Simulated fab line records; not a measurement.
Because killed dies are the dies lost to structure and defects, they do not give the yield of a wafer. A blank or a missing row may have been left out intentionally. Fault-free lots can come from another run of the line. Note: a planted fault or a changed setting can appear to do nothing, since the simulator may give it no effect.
Matching of chambers ; flow gf180mcu ; GF_POLY_GATE_ETCH_13 on rie si-01 has 4 sister chambers
The step etches poly-Si in HBr/Cl2, stops on SiO2, target depth 198.5 nm, time 69.6 s. 8 wafers are shown with their chamber, then 7 later ones without.

## WAFERS WITH THEIR CHAMBER
wafer;chamber;drypump motor current A (A);throttle valve pct (%)
L600.2;1;5.9;33.696
L602.3;1;6.0;33.681
L604.6;2;6.0;33.668
L607.3;2;6.0;33.672
L607.5;3;4.8;33.689
L607.6;0;4.9;33.674
L608.2;0;4.9;33.690
L608.3;3;4.8;33.684

## WAFERS MISSING THEIR CHAMBER
wafer;drypump motor current A (A);throttle valve pct (%)
L608.5;4.8;33.686
L617.2;4.9;33.684
L617.4;5.9;33.686
L617.6;4.8;33.696
L621.3;6.0;33.694
L621.4;4.9;33.677
L621.6;4.8;33.694

## THE CHAMBER EACH PASSED THROUGH
wafer;from the rows above;in truth
L608.5;3;3
L617.2;0;0
L617.4;1;1
L617.6;3;3
L621.3;can't be placed: 1 or 2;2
L621.4;0;0
L621.6;3;3
Correctly placed: 6 of 7. Not placeable from these rows: 1 (in 1, the candidates include the true chamber). Wrongly placed: 0.
How it was worked out, from the rows above alone: a wafer's distance from a chamber is the root of the sum, over the readings, of the square of ((its reading less the chamber's mean) divided by the reading's scatter). The wafer belongs to the nearest chamber; if the next one is less than 2 further off, it can't be placed. Each chamber's mean is taken over the wafers shown for it. The scatter: the root of (the sum of the squares of (reading less its chamber's mean) over the shown wafers, divided by (wafers less chambers)).
